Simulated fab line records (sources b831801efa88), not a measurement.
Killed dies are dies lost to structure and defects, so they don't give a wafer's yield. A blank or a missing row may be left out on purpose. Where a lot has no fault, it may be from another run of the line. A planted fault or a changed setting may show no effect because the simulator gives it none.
fab line records | flow sfq_line
record: lots: 14 wafers: 42 last_day: 97
route steps=325 shown L0@12 L0V@23 M0@29
lots untouched by any fault: they come from a run of this same line in which no faults occurred
start_h: hours from the record's first day to the start of the lot's first wafer shown | wait_h: hours elapsed since this lot's preceding step | " same as the row above | L1.1+2: a row that stands for several wafers | - no value, or no start given | * or withheld: withheld | < > ~ a bound
route shown NAME@n: a module of which the file shows steps, and the number in the route of the first | usual: mean/standard deviation of fault-free wafers | same: alike in all rows | chamber/n: place in a boat | sites: the reading at each site | _std_site: standard deviation of those values | _edge_site: inner sites' mean taken away from outer sites' mean | radius_mm: for every site, how far away it sits from the centre of the wafer | mask NAME#n: copy n | behind: the most recent tool/chamber to have shaped the wafer | hold: reason for holding the lot/hours on hold/outcome of the hold | device: transistor that didn't switch, given as n, p or np | end of line: tests run on the same wafers once the route is complete | for a step that has no rows: nothing shown but its recipe | killed: not the wafer's yield, but the dies lost to structure and defects at the first sort | map: shows each die of a wafer: x if killed, . if not, _ if none is there
set.NAME: the setting as run; set.NAME@STEP: as run at that earlier step | model.NAME: the simulator's own value behind a step, which no gauge read
one table for each step of the route and one row for each wafer, over a sample of lots
services: a tool's chamber out of use, with start hour (start_h, from the record's first day; less than 0 if before it), hours out, and reason
== steps ==
step: SFQ_TRILAYER_L0_BARC_OPEN_METAL_ETCH_010
recipe: mask_material: PR chemistry: O2 target_depth_nm: 125 target: BARC icp_w: 600 bias_w: 80 pressure_mtorr: 10 time_s: 41.7
usual: bias_w: 79.97/0.22 drypump_motor_current_A: 5.6/0.42 oes_product_au: 0.685/0.0049 rf_fwd_power_W: 593/3.9
columns lot.wafer tool chamber start_h wait_h bias_w drypump_motor_current_A oes_product_au rf_fwd_power_W rf_hours_counter_h
L209.1 rie_metal-01 1 89.31 0.1 80.08 5.4 0.688 597 164
L209.2 " 1 " " 79.97 5.3 0.668 594 -
L209.5 " 1 " " 80.14 5.4 0.684 596 -
L211.2 rie_metal-04 0 102.51 0.1 79.84 5.5 0.684 596 33
L211.3 " 1 " " 79.51 6.2 0.685 589 -
L211.6 " 0 " " 80.18 5.6 0.680 596 -
L212.3 rie_metal-03 1 106.13 0.1 79.93 4.8 0.685 591 -
L212.4 " 0 " " 79.48 5.6 0.690 589 -
L212.6 " 1 " " 80.16 4.8 0.679 593 -
L213.1 rie_metal-01 0 116.91 0.1 79.68 5.9 0.686 588 3
L213.4 " 1 " " 79.87 5.3 0.686 591 -
L213.5 " 1 " " 80.05 5.4 0.692 593 -
L214.1 rie_metal-04 1 122.72 0.1 80.04 6.2 0.684 591 118
L214.3 " 0 " " 79.87 5.6 0.687 594 -
L214.6 " 1 " " 79.83 6.2 0.683 592 -
L215.3 rie_metal-04 1 149.74 0.1 79.68 6.2 0.672 592 -
L215.4 " 0 " " 80.25 5.6 0.684 597 -
L215.6 " 1 " " 80.03 6.2 0.683 589 -
L217.1 rie_metal-01 1 161.84 0.1 79.61 5.4 0.693 593 174
L217.2 " 0 " " 79.69 5.9 0.688 590 9
L217.3 " 1 " " 79.56 5.4 0.692 594 -
L218.3 rie_metal-01 1 164.26 0.1 80.00 5.4 0.689 599 -
L218.5 " 1 " " 79.92 5.4 0.684 596 -
L218.6 " 0 " " 79.83 5.9 0.686 589 -
L219.3 rie_metal-04 1 169.06 0.1 80.04 6.2 0.681 592 -
L219.4 " 0 " " 80.04 5.5 0.691 598 -
L219.5 " 0 " " 79.73 5.6 0.688 595 -
L220.1 rie_metal-03 0 175.04 0.1 79.92 5.5 0.688 587 79
L220.2 " 0 " " 80.10 5.5 0.684 585 -
L220.4 " 0 " " 79.80 5.5 0.688 589 -
L222.1 rie_metal-03 0 187.04 0.1 80.22 5.5 0.678 588 82
L222.3 " 0 " " 80.13 5.5 0.686 588 -
L222.6 " 0 " " 80.00 5.6 0.680 588 -
L224.3 rie_metal-04 1 201.46 0.1 79.88 6.2 0.678 588 -
L224.5 " 1 " " 79.85 6.2 0.682 591 -
L224.6 " 0 " " 79.95 5.6 0.684 597 -
L230.1 rie_metal-04 0 233.97 0.1 80.04 5.6 0.688 597 52
L230.5 " 1 " " 79.92 6.2 0.687 589 -
L230.6 " 0 " " 79.76 5.6 0.678 597 -
L231.1 rie_metal-03 1 237.57 0.1 80.15 4.8 0.688 594 8
L231.4 " 1 " " 79.97 4.8 0.687 588 -
L231.6 " 1 " " 79.65 4.8 0.683 590 -
step: SFQ_L0V_OVL_MEAS_903
usual: L0V_OVL: -1/5.8
columns lot.wafer tool chamber start_h wait_h L0V_OVL[nm]
L209.1 overlay-02 - 199.04 0.1 -1
L209.2 " - " " 2
L209.5 " - " " 3
L211.2 overlay-02 - 213.45 0.1 -2
L211.3 " - " " -9
L211.6 " - " " -6
L212.3 overlay-01 - 218.38 0.1 -7
L212.4 " - " " -5
L212.6 " - " " -3
L213.1 overlay-01 - 230.37 0.1 -7
L213.4 " - " " 0
L213.5 " - " " -9
L214.1 overlay-02 - 235.17 0.1 -2
L214.3 " - " " -3
L214.6 " - " " 0
L215.3 overlay-01 - 253.18 0.1 6
L215.4 " - " " 8
L215.6 " - " " 6
L217.1 overlay-01 - 267.74 0.1 10
L217.2 " - " " -6
L217.3 " - " " 1
L218.3 overlay-01 - 272.55 0.1 -3
L218.5 " - " " -5
L218.6 " - " " -8
L219.3 overlay-02 - 277.35 0.1 1
L219.4 " - " " 4
L219.5 " - " " -1
L220.1 overlay-01 - 284.54 0.1 -15
L220.2 " - " " -4
L220.4 " - " " -11
L222.1 overlay-01 - 298.18 0.1 -5
L222.3 " - " " -2
L222.6 " - " " -3
L224.3 overlay-02 - 318.59 0.1 1
L224.5 " - " " 1
L224.6 " - " " -4
L230.1 overlay-01 - 353.84 0.1 5
L230.5 " - " " 1
L230.6 " - " " -1
L231.1 overlay-01 - 359.97 0.1 -3
L231.4 " - " " -1
L231.6 " - " " -4
step: SFQ_TRILAYER_M0_DEP_SPUTTER_019
recipe: material: Nb base_pressure_pa: 1.33e-06 chamber_pressure_pa: 0.1333 substrate_temp_c: 20 resputter_cathode_voltage_v: 400 target_thk_nm: 200 power_w: 2000 time_s: 133.3
usual: base_pressure_pa: 1.32e-06/8.6e-08 chamber_pressure_pa: 0.13332/0.00027 throttle_valve_pct: 29.5/1.1
columns lot.wafer tool chamber start_h wait_h base_pressure_pa chamber_pressure_pa throttle_valve_pct
L209.1 pvd_sputter-04 - 200.58 0.0 1.21e-06 0.13377 29.3
L209.2 " - " " 1.29e-06 0.13324 29.6
L209.5 " - " " 1.32e-06 0.13354 30.4
L211.2 pvd_sputter-06 - 214.54 0.0 1.57e-06 0.13352 28.8
L211.3 " - " " 1.35e-06 0.13354 28.6
L211.6 " - " " 1.2e-06 0.13341 31.4
L212.3 pvd_sputter-06 - 219.29 0.0 1.18e-06 0.13354 28.8
L212.4 " - " " 1.28e-06 0.13289 31.3
L212.6 " - " " 1.33e-06 0.13376 28.1
L213.1 pvd_sputter-05 - 231.34 0.0 1.41e-06 0.13308 31.3
L213.4 " - " " 1.32e-06 0.13338 30.9
L213.5 " - " " 1.31e-06 0.1338 31.2
L214.1 pvd_sputter-05 - 236.09 0.0 1.41e-06 0.13307 29.4
L214.3 " - " " 1.3e-06 0.13289 31.1
L214.6 " - " " 1.36e-06 0.13307 30.6
L215.3 pvd_sputter-04 - 254.69 0.0 1.34e-06 0.13313 28.4
L215.4 " - " " 1.38e-06 0.13288 30.3
L215.6 " - " " 1.28e-06 0.13331 30.5
L217.1 pvd_sputter-04 - 268.66 0.0 1.21e-06 0.1331 29.7
L217.2 " - " " 1.42e-06 0.1334 28.0
L217.3 " - " " 1.3e-06 0.13323 29.0
L218.3 pvd_sputter-04 - 273.46 0.0 1.39e-06 0.13316 28.9
L218.5 " - " " 1.32e-06 0.13335 29.7
L218.6 " - " " 1.34e-06 0.13307 29.1
L219.3 pvd_sputter-06 - 278.26 0.0 1.24e-06 0.13363 31.3
L219.4 " - " " 1.42e-06 0.13347 28.7
L219.5 " - " " 1.43e-06 0.13342 28.5
L220.1 pvd_sputter-05 - 285.46 0.0 1.44e-06 0.13336 29.8
L220.2 " - " " 1.38e-06 0.13329 30.6
L220.4 " - " " 1.42e-06 0.13322 30.4
L222.1 pvd_sputter-04 - 299.12 0.0 1.47e-06 0.13337 30.3
L222.3 " - " " 1.33e-06 0.13354 28.6
L222.6 " - " " 1.35e-06 0.13326 29.2
L224.3 pvd_sputter-04 - 319.52 0.0 1.32e-06 0.13344 29.0
L224.5 " - " " 1.41e-06 0.13304 29.3
L224.6 " - " " 1.35e-06 0.13314 29.4
L230.1 pvd_sputter-06 - 354.77 0.0 1.27e-06 0.13348 28.2
L230.5 " - " " 1.2e-06 0.13318 28.3
L230.6 " - " " 1.34e-06 0.13326 31.4
L231.1 pvd_sputter-04 - 360.89 0.0 1.31e-06 0.13357 29.3
L231.4 " - " " 1.36e-06 0.1337 29.0
L231.6 " - " " 1.31e-06 0.1336 28.2
step: SFQ_TRILAYER_M0_ETCH_METAL_ETCH_024
recipe: target: Nb stop_on: SiO2 mask_material: PR chemistry: Cl2/Ar target_depth_nm: 240 icp_w: 600 bias_w: 80 pressure_mtorr: 10 time_s: 120
usual: bias_w: 79.99/0.21 drypump_motor_current_A: 5.9/0.47 oes_product_au: 0.892/0.0065 rf_fwd_power_W: 596.1/1.9
columns lot.wafer tool chamber start_h wait_h bias_w drypump_motor_current_A oes_product_au rf_fwd_power_W rf_hours_counter_h
L209.1 rie_metal-02 0 317.48 0.0 79.60 6.0 0.898 599.7 39
L209.2 " 1 " " 80.03 6.3 0.900 592.2 18
L209.5 " 0 " " 79.43 6.1 0.899 599.9 -
L211.2 rie_metal-04 1 332.44 0.1 79.59 6.2 0.893 596.7 -
L211.3 " 1 " " 79.96 6.2 0.890 596.3 -
L211.6 " 1 " " 79.73 6.2 0.894 593.9 -
L212.3 rie_metal-02 0 339.58 0.1 79.99 6.0 0.890 593.7 -
L212.4 " 1 " " 79.72 6.3 0.886 594.0 -
L212.6 " 0 " " 80.23 6.0 0.893 599.3 -
L213.1 rie_metal-04 1 349.20 0.1 79.62 6.2 0.889 593.9 154
L213.4 " 1 " " 79.58 6.2 0.890 593.7 -
L213.5 " 1 " " 79.88 6.2 0.897 594.0 -
L214.1 rie_metal-04 0 355.14 0.0 80.00 5.5 0.886 601.1 64
L214.3 " 0 " " 79.82 5.5 0.890 596.6 -
L214.6 " 1 " " 80.17 6.2 0.888 596.3 -
L215.3 rie_metal-03 1 374.63 0.1 80.12 4.8 0.912 597.1 -
L215.4 " 0 " " 79.69 5.5 0.899 594.8 -
L215.6 " 0 " " 80.05 5.6 0.887 591.7 -
L217.1 rie_metal-04 0 391.51 0.0 80.19 5.6 0.888 598.7 68
L217.2 " 1 " " 80.12 6.2 0.890 596.3 160
L217.3 " 0 " " 79.97 5.5 0.884 593.8 -
L218.3 rie_metal-02 1 398.76 0.1 79.99 6.3 0.883 596.9 -
L218.5 " 0 " " 80.24 6.0 0.888 598.1 -
L218.6 " 1 " " 79.89 6.3 0.885 594.4 -
L219.3 rie_metal-02 0 407.16 0.1 80.27 6.1 0.890 597.4 -
L219.4 " 1 " " 79.90 6.3 0.882 597.0 -
L219.5 " 1 " " 79.94 6.3 0.887 595.9 -
L220.1 rie_metal-02 1 414.31 0.0 79.59 6.3 0.897 691.8 32
L220.2 " 0 " " 79.96 6.0 0.895 596.1 53
L220.4 " 0 " " 79.98 6.0 0.883 596.0 -
L222.1 rie_metal-02 1 436.04 0.0 80.02 6.3 0.891 691.3 34
L222.3 " 0 " " 79.84 6.0 0.903 598.2 -
L222.6 " 0 " " 80.26 6.0 0.900 596.0 -
L224.3 rie_metal-03 0 459.01 0.1 79.89 5.6 0.885 592.3 -
L224.5 " 1 " " 80.33 4.8 0.898 596.2 -
L224.6 " 0 " " 79.84 5.5 0.898 592.7 -
L230.1 rie_metal-04 1 502.29 0.0 79.90 6.2 0.894 596.5 13
L230.5 " 1 " " 80.16 6.2 0.887 594.8 -
L230.6 " 0 " " 79.65 5.6 0.890 601.2 -
L231.1 rie_metal-03 1 510.69 0.0 79.83 4.8 0.901 596.8 40
L231.4 " 1 " " 79.92 4.8 0.891 597.0 -
L231.6 " 1 " " 79.83 4.8 0.900 594.5 -
== services ==
columns tool chamber start_h hours kind
rie_metal-03 0 73.16 1.1 repair
rie_metal-03 - 76.93 2.8 pm
rie_metal-03 - 84.38 1.6 repair
pvd_sputter-06 - 86.18 6.5 repair
rie_metal-01 0 124.44 2.6 repair
rie_metal-03 - 125.00 0.5 repair
pvd_sputter-04 - 134.21 3.3 repair
rie_metal-01 0 153.07 1.5 repair
rie_metal-02 0 168.73 12.2 repair
rie_metal-03 - 179.57 0.9 repair
pvd_sputter-04 - 202.46 2.1 repair
pvd_sputter-04 - 214.28 5.1 repair
rie_metal-02 0 231.53 5.5 repair
rie_metal-04 - 264.11 0.5 repair
pvd_sputter-04 - 274.98 4.2 repair
rie_metal-04 0 308.52 43.5 repair
rie_metal-01 - 365.93 0.3 repair
rie_metal-04 - 374.18 1.4 pm
pvd_sputter-04 - 374.64 3.7 repair
rie_metal-03 - 389.46 14.6 pm
rie_metal-03 - 404.06 28.1 pm
pvd_sputter-04 - 409.43 0.5 repair
rie_metal-02 - 430.57 2.8 pm
pvd_sputter-06 - 489.07 9.6 repair
== key ==
first_sign: step: SFQ_TRILAYER_M0_ETCH_METAL_ETCH_024 reading: rf_fwd_power_W direction: up sigmas: 50 usual: 596.1 struck: 691.6
effect none on later readings
met_at SFQ_TRILAYER_M0_ETCH_METAL_ETCH_024
struck_lots L220,L222
struck_wafers L220.1,L222.1
not_acting_at SFQ_TRILAYER_L0_BARC_OPEN_METAL_ETCH_010,SFQ_L0V_OVL_MEAS_903,SFQ_TRILAYER_M0_DEP_SPUTTER_019
onset_between 407.16 414.31
fault: kind: process_parameter_drift tool: rie_metal-02 chamber: 1 onset_h: 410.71 steps: SFQ_TRILAYER_M0_ETCH_METAL_ETCH_024 channel: icp_w offset: 96 shape: step end_h: 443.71 acts_in: these_recipes_only stated: 600
